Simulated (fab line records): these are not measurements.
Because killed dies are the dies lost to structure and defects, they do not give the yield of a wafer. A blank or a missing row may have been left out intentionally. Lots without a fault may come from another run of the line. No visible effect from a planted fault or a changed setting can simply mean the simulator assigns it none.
Which tool was responsible? -- flow gf180mcu -- 37 wafers from 13 lots sampled at 7 of the route's 602 steps

== WHAT THE GAUGES READ, wafer by wafer ==
GF_V1_BOW_MEAS_05.
lot,measured,on,V1_BOW (um)
L481,day 17 04:55,filmMetro-04,89 84 78
L483,day 18 03:37,filmMetro-03,77 73 74
L484,day 18 11:07,filmMetro-03,74 97 80
L488,day 19 20:22,filmMetro-01,79 83 83
L489,day 20 08:49,filmMetro-04,80 78 86
L490,day 20 16:18,filmMetro-03,82
L493,day 21 14:22,filmMetro-01,83 86 77
L498,day 23 11:13,filmMetro-03,87 69 79
L500,day 23 20:47,filmMetro-04,80 86 85
L501,day 24 06:57,filmMetro-01,74 78 75
L502,day 24 16:35,filmMetro-01,91 78 81
L503,day 24 22:04,filmMetro-01,83 80 90
L504,day 25 10:08,filmMetro-03,93 85 96

GF_V1_RS_MEAS_24: measurement is done with a four-point probe.
lot,measured,on,V1_W_RS (ohm/sq)
L481,day 18 04:57,filmMetro-01,0.333 0.331 0.333
L483,day 19 04:24,filmMetro-04,0.331 0.326 0.329
L484,day 19 12:39,filmMetro-03,0.325 0.327 0.325
L488,day 20 22:00,filmMetro-04,0.329 0.331 0.333
L489,day 21 10:28,filmMetro-03,0.334 0.326 0.332
L490,day 21 17:30,filmMetro-04,0.190
L493,day 22 16:05,filmMetro-01,0.334 0.337 0.335
L498,day 24 10:32,filmMetro-01,0.334 0.332 0.333
L500,day 24 20:28,filmMetro-03,0.326 0.329 0.329
L501,day 25 05:29,filmMetro-03,0.324 0.329 0.328
L502,day 25 15:02,filmMetro-04,0.324 0.324 0.325
L503,day 25 20:22,filmMetro-01,0.331 0.329 0.329
L504,day 26 08:26,filmMetro-03,0.326 0.327 0.327

GF_V1_THK_MEAS_25: measures by xrf.
lot,measured,on,V1_W_THK (nm)
L481,day 18 05:04,filmMetro-01,359 362 361
L483,day 19 04:29,filmMetro-04,356 360 357
L484,day 19 12:46,filmMetro-03,361 362 361
L488,day 20 22:07,filmMetro-04,356 352 350
L489,day 21 10:34,filmMetro-03,350 360 355
L490,day 21 17:35,filmMetro-04,-
L493,day 22 16:13,filmMetro-01,362 361 364
L498,day 24 10:40,filmMetro-01,362 364 364
L500,day 24 20:35,filmMetro-03,361 359 358
L501,day 25 05:36,filmMetro-03,365 360 361
L502,day 25 15:09,filmMetro-04,361 362 361
L503,day 25 20:28,filmMetro-01,360 364 363
L504,day 26 08:34,filmMetro-03,360 356 357

GF_M2_RS_MEAS_05: measurement is done with a four-point probe.
lot,measured,on,M2_ALCU_RS (ohm/sq)
L481,day 18 05:39,filmMetro-02,0.0683 0.0682 0.0687
L483,day 19 05:06,filmMetro-03,0.0713 0.0708 0.0710
L484,day 19 13:21,filmMetro-02,0.0690 0.0682 0.0687
L488,day 20 22:42,filmMetro-03,0.0706 0.0705 0.0700
L489,day 21 11:10,filmMetro-02,0.0681 0.0676 0.0671
L490,day 21 18:12,filmMetro-03,0.0681
L493,day 22 16:47,filmMetro-04,0.0712 0.0709 0.0722
L498,day 24 11:14,filmMetro-02,0.0684 0.0692 0.0693
L500,day 24 21:10,filmMetro-03,0.0696 0.0698 0.0700
L501,day 25 06:11,filmMetro-04,0.0705 0.0707 0.0705
L502,day 25 15:44,filmMetro-03,0.0691 0.0697 0.0693
L503,day 25 21:04,filmMetro-02,0.0683 0.0703 0.0690
L504,day 26 09:08,filmMetro-02,0.0687 0.0696 0.0698

== EACH LOT AND THE TOOL THAT RAN IT (in order: tool; ch and the chambers of the sampled wafers; start) ==
lot,GF_V1_CVD_02,GF_V1_CVD_23,GF_V1_CMP_26
L481,"pecvd-01 ch 0,1,2, day 17 04:29","cvdW-01 ch 0,1, day 18 04:49","cmp-01 ch 2,3, day 18 05:07"
L483,"pecvd-04 ch 0,1,2, day 18 03:10","cvdW-02 ch 0,1, day 19 04:16","cmp-02 ch 0,3, day 19 04:34"
L484,"pecvd-03 ch 0,1,2, day 18 10:41","cvdW-02 ch 0,1, day 19 12:32","cmp-02 ch 1,2,3, day 19 12:50"
L488,"pecvd-03 ch 0,1,2, day 19 19:55","cvdW-01 ch 0, day 20 21:47","cmp-02 ch 0,1,2, day 20 22:10"
L489,"pecvd-03 ch 0,1,2, day 20 08:22","cvdW-02 ch 0,1, day 21 10:20","cmp-02 ch 2,3, day 21 10:40"
L490,"pecvd-03 ch 0, day 20 15:50","cvdW-02 ch 0, day 21 17:23","cmp-01 ch 3, day 21 17:48"
L493,"pecvd-01 ch 1,2, day 21 13:54","cvdW-01 ch 0, day 22 15:59","cmp-02 ch 2,3, day 22 16:16"
L498,"pecvd-01 ch 0,1, day 23 10:47","cvdW-01 ch 0,1, day 24 10:25","cmp-01 ch 1,3, day 24 10:46"
L500,"pecvd-03 ch 0,1, day 23 20:20","cvdW-02 ch 0,1, day 24 20:20","cmp-01 ch 1,2,3, day 24 20:44"
L501,"pecvd-04 ch 0,1,2, day 24 06:30","cvdW-02 ch 0, day 25 05:22","cmp-02 ch 0,1,2, day 25 05:39"
L502,"pecvd-03 ch 0,1,2, day 24 16:03","cvdW-02 ch 0,1, day 25 14:55","cmp-01 ch 0,2,3, day 25 15:12"
L503,"pecvd-04 ch 0,1,2, day 24 21:35","cvdW-02 ch 0,1, day 25 20:13","cmp-02 ch 0,1,2, day 25 20:33"
L504,"pecvd-03 ch 0,1,2, day 25 09:43","cvdW-02 ch 0,1, day 26 08:20","cmp-01 ch 0,1,2, day 26 08:40"
- GF_V1_CVD_02: deposits SiO2 from TEOS, target thk 850 nm, time 94.851 s.
- GF_V1_CVD_23: deposits W, target thk 350 nm, time 105.05 s.
- GF_V1_CMP_26: polishes, stops on SiO2, t overpolish 15 s, target thk 0 nm.

== AS READ BY THE TOOLS THEMSELVES (means over the sampled wafers that have a number; for cases with no such wafer, the mark the record gives instead) ==
GF_V1_CVD_02.
lot,tool,heaterPowerW (W)
L481,pecvd-01,609
L483,pecvd-04,532
L484,pecvd-03,688
L488,pecvd-03,718
L489,pecvd-03,738
L490,pecvd-03,643
L493,pecvd-01,567
L498,pecvd-01,636
L500,pecvd-03,766
L501,pecvd-04,560
L502,pecvd-03,711
L503,pecvd-04,541
L504,pecvd-03,697

GF_V1_CVD_23.
lot,tool,heaterPowerW (W)
L481,cvdW-01,801
L483,cvdW-02,862
L484,cvdW-02,869
L488,cvdW-01,804
L489,cvdW-02,879
L490,cvdW-02,879
L493,cvdW-01,798
L498,cvdW-01,811
L500,cvdW-02,877
L501,cvdW-02,889
L502,cvdW-02,869
L503,cvdW-02,866
L504,cvdW-02,877

GF_V1_CMP_26.
lot,tool,motorCurrentA (A),timeToEndpointS (s)
L481,cmp-01,12.1,76
L483,cmp-02,11.4,87
L484,cmp-02,10.9,85
L488,cmp-02,11.6,88
L489,cmp-02,10.6,87
L490,cmp-01,11.6,131
L493,cmp-02,10.2,82
L498,cmp-01,11.1,81
L500,cmp-01,11.8,80
L501,cmp-02,11.3,86
L502,cmp-01,11.4,84
L503,cmp-02,11.7,89
L504,cmp-01,11.4,83

== THE ANSWER, worked out from the rows above alone ==
Rule: the usual values come from the lots themselves. The widest of any qualifying gaps counts: lots, ordered by their means at a reading, are off when they make up no more than a third of the lots, leave a main group of 4 or more, and stand apart from it by 3 or more times the standard deviation of that group's means. A main group whose means are all the same, to the digits that the tables above print for the reading, isn't used. A lot without any number at a reading at which 4 lots or more have one is off too. The other lots that the step has rows for count as sound. The gauges are gone through in route order, then the tools' own readings, and for those a lot's mean is taken as printed above. The first step at which some lot is off is used, and at that step the reading that is off furthest; a lot without a number counts as furthest.
Off: L490, at GF_V1_RS_MEAS_24 (V1_W_RS). Main group: mean 0.329 ohm/sq, sd 0.0031.
If a tool, at a process step before that reading, ran all the lots that are off and no sound lot after the first of them, it fits. The gauges at GF_V1_RS_MEAS_24 aren't tried: what is off there is off at GF_V1_CMP_26 too, on other tools, and a gauge's error can't cause that. No candidate that was tried fits.

== WHAT THE SIMULATOR PUT IN ==
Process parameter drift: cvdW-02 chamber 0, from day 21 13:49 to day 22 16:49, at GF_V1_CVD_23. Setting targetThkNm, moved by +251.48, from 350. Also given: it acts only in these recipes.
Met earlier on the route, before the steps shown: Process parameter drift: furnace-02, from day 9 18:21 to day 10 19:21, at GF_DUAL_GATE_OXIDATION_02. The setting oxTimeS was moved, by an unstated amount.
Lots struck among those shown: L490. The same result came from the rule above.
